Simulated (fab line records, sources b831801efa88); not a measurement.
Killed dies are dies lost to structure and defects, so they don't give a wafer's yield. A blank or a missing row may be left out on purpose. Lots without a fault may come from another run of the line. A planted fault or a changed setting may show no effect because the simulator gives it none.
Which tool did it? | flow gf180mcu | 13 lots, 38 wafers sampled, at 5 steps of a route of 602

WHAT THE GAUGES READ, wafer by wafer
GF_VT_IMPLANT_TW_MEAS_43. Usual: VT_IMPLANT_4_TW 694, standard deviation 4.9.
lot  | measured     | on            | VT_IMPLANT_4_TW | flag
L367 | day 7 23:06  | film_metro-02 | 689 691 693     |
L368 | day 8 01:11  | film_metro-03 | 688 685 690     |
L369 | day 8 08:17  | film_metro-03 | 688 687 690     |
L371 | day 8 21:29  | film_metro-02 | 698 693 694     |
L372 | day 9 01:57  | film_metro-01 | 701 702 699     |
L374 | day 9 16:53  | film_metro-01 | 701 698 698     |
L375 | day 9 21:38  | film_metro-01 | 702 703 700     |
L376 | day 10 08:32 | film_metro-01 | 694 698 701     |
L378 | day 10 18:53 | film_metro-02 | 700 696 700     |
L380 | day 11 11:38 | film_metro-03 | 674 673         | OFF
L385 | day 13 03:36 | film_metro-01 | 702 702 702     |
L388 | day 13 22:18 | film_metro-02 | 693 695 694     |
L389 | day 14 06:45 | film_metro-03 | 689 691 687     |

GF_POLY_GATE_THK_MEAS_01. Usual: POLY_GATE_CVD_00_THK 200.4 nm, standard deviation 1.9.
lot  | measured     | on            | POLY_GATE_CVD_00_THK (nm) | flag
L367 | day 8 23:04  | film_metro-04 | 197.0 195.1 195.9         |
L368 | day 9 00:22  | film_metro-03 | 200.2 200.0 201.1         |
L369 | day 9 08:32  | film_metro-03 | 202.1 203.2 200.2         |
L371 | day 9 20:23  | film_metro-03 | 204.1 203.6 202.2         |
L372 | day 10 00:49 | film_metro-03 | 202.1 201.9 201.8         |
L374 | day 10 19:40 | film_metro-04 | 202.0 203.4 201.4         |
L375 | day 10 21:07 | film_metro-02 | 198.0 200.5 198.5         |
L376 | day 11 08:01 | film_metro-03 | 199.6 199.9 200.4         |
L378 | day 11 20:43 | film_metro-02 | 202.9 202.4 201.9         |
L380 | day 12 11:58 | film_metro-02 | 199.4 198.5               |
L385 | day 14 04:49 | film_metro-02 | 200.8 201.5 202.0         |
L388 | day 15 00:58 | film_metro-02 | 197.9 198.5 199.3         |
L389 | day 15 09:29 | film_metro-04 | 199.3 198.1 199.7         |

GF_SAB_THK_MEAS_01. Usual: SAB_CVD_00_THK 50.0 nm, standard deviation 0.63.
lot  | measured     | on            | SAB_CVD_00_THK (nm) | flag
L367 | day 14 17:46 | film_metro-01 | 50.2 50.8 50.7      |
L368 | day 14 20:02 | film_metro-03 | 48.8 49.4 49.7      |
L369 | day 15 07:25 | film_metro-01 | 49.5 49.6 50.0      |
L371 | day 15 22:01 | film_metro-03 | 48.4 48.8 49.7      |
L372 | day 16 02:51 | film_metro-01 | 49.8 51.0 50.3      |
L374 | day 17 00:28 | film_metro-01 | 49.7 48.8 49.7      |
L375 | day 17 03:37 | film_metro-03 | 49.6 49.9 50.1      |
L376 | day 17 17:32 | film_metro-03 | 49.0 49.9 49.8      |
L378 | day 18 08:07 | film_metro-04 | 49.8 49.8 50.7      |
L380 | day 18 23:44 | film_metro-04 | 49.8 51.0           |
L385 | day 20 23:37 | film_metro-01 | 50.7 50.6 50.1      |
L388 | day 22 04:32 | film_metro-03 | 50.2 50.3 51.4      |
L389 | day 22 14:28 | film_metro-03 | 49.2 50.3 50.5      |

WHICH TOOL RAN EACH LOT (tool, then ch and the chambers of the sampled wafers, then the start)
lot  | GF_VT_IMPLANT_IMPLANT_41        | GF_SAB_CVD_00
L367 | implanter-02 ch 0, day 7 22:53  | pecvd-04 ch 0,1,2, day 14 17:44
L368 | implanter-04 ch 0, day 8 00:57  | pecvd-02 ch 1,2, day 14 20:00
L369 | implanter-03 ch 0, day 8 08:03  | pecvd-01 ch 2, day 15 07:23
L371 | implanter-04 ch 0, day 8 21:14  | pecvd-02 ch 0,2, day 15 22:00
L372 | implanter-02 ch 0, day 9 01:44  | pecvd-01 ch 0,1, day 16 02:49
L374 | implanter-02 ch 0, day 9 16:38  | pecvd-01 ch 1,2, day 17 00:27
L375 | implanter-04 ch 0, day 9 21:24  | pecvd-02 ch 0,1,2, day 17 03:35
L376 | implanter-02 ch 0, day 10 08:17 | pecvd-01 ch 0,1, day 17 17:31
L378 | implanter-02 ch 0, day 10 18:38 | pecvd-01 ch 1,2, day 18 08:06
L380 | implanter-02 ch 0, day 11 11:23 | pecvd-04 ch 0,1, day 18 23:44
L385 | implanter-04 ch 0, day 13 03:23 | pecvd-02 ch 1,2, day 20 23:35
L388 | implanter-03 ch 0, day 13 22:03 | pecvd-01 ch 1,2, day 22 04:32
L389 | implanter-03 ch 0, day 14 06:32 | pecvd-02 ch 0,2, day 22 14:25
- GF_VT_IMPLANT_IMPLANT_41
- GF_SAB_CVD_00: deposits SiO2 from TEOS, target thk 50 nm, time 4.9302 s.

WHAT THE TOOLS THEMSELVES READ (means of the sampled wafers that have a number; where no wafer has one, the mark that the record gives instead)
GF_VT_IMPLANT_IMPLANT_41. Usual: beam_energy_keV 69.995, standard deviation 0.022.
lot  | tool         | beam_energy_keV | flag
L367 | implanter-02 | 69.994          |
L368 | implanter-04 | 70.003          |
L369 | implanter-03 | 70.004          |
L371 | implanter-04 | 69.973          |
L372 | implanter-02 | 70.033          |
L374 | implanter-02 | 70.010          |
L375 | implanter-04 | 70.009          |
L376 | implanter-02 | 70.021          |
L378 | implanter-02 | 69.987          |
L380 | implanter-02 | 69.957          |
L385 | implanter-04 | 69.982          |
L388 | implanter-03 | 69.995          |
L389 | implanter-03 | 69.976          |

GF_SAB_CVD_00. Usual: heater_power_w 587 W, standard deviation 110; susceptor_temp_C 400.04 C, standard deviation 0.24.
lot  | tool     | heater_power_w (W) | susceptor_temp_C (C) | flag
L367 | pecvd-04 | 681                | 399.71               |
L368 | pecvd-02 | 501                | 400.15               |
L369 | pecvd-01 | 630                | 399.91               |
L371 | pecvd-02 | 598                | 400.12               |
L372 | pecvd-01 | 569                | 399.97               |
L374 | pecvd-01 | 652                | 400.16               |
L375 | pecvd-02 | 540                | 399.93               |
L376 | pecvd-01 | 582                | 399.91               |
L378 | pecvd-01 | 606                | 400.06               |
L380 | pecvd-04 | 720                | 399.96               |
L385 | pecvd-02 | 494                | 400.11               |
L388 | pecvd-01 | 665                | 399.72               |
L389 | pecvd-02 | 560                | 399.98               |

THE ANSWER, worked out from the rows above alone
Rule: a lot is off if the mean of its wafers that have a number lies more than 3 standard deviations from the usual mean. A lot without any number at a reading at which 4 lots or more have one is off too. The other lots that the step has rows for count as sound. The gauges are gone through in route order, then the tools' own readings, and for those a lot's mean is taken as printed above. The first step at which some lot is off is used, and at that step the reading that is off furthest; a lot without a number counts as furthest.
Off: L380, at GF_VT_IMPLANT_TW_MEAS_43 (VT_IMPLANT_4_TW).
A tool fits if, at a process step before that reading, it ran every lot that is off, and no sound lot after the first of them. The gauges at GF_VT_IMPLANT_TW_MEAS_43 are tried like those tools. One fits: implanter-02 at GF_VT_IMPLANT_IMPLANT_41. Its last sound lot is L378 (day 10 18:38), its first lot that is off L380 (day 11 11:23): a fault that began between those two fits.

WHAT THE SIMULATOR HAD PUT IN
Process parameter drift: implanter-02, from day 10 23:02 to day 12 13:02, at GF_VT_IMPLANT_IMPLANT_41. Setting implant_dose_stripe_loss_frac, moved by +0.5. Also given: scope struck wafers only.
Lots struck among those shown: L380. The rule above found the same.
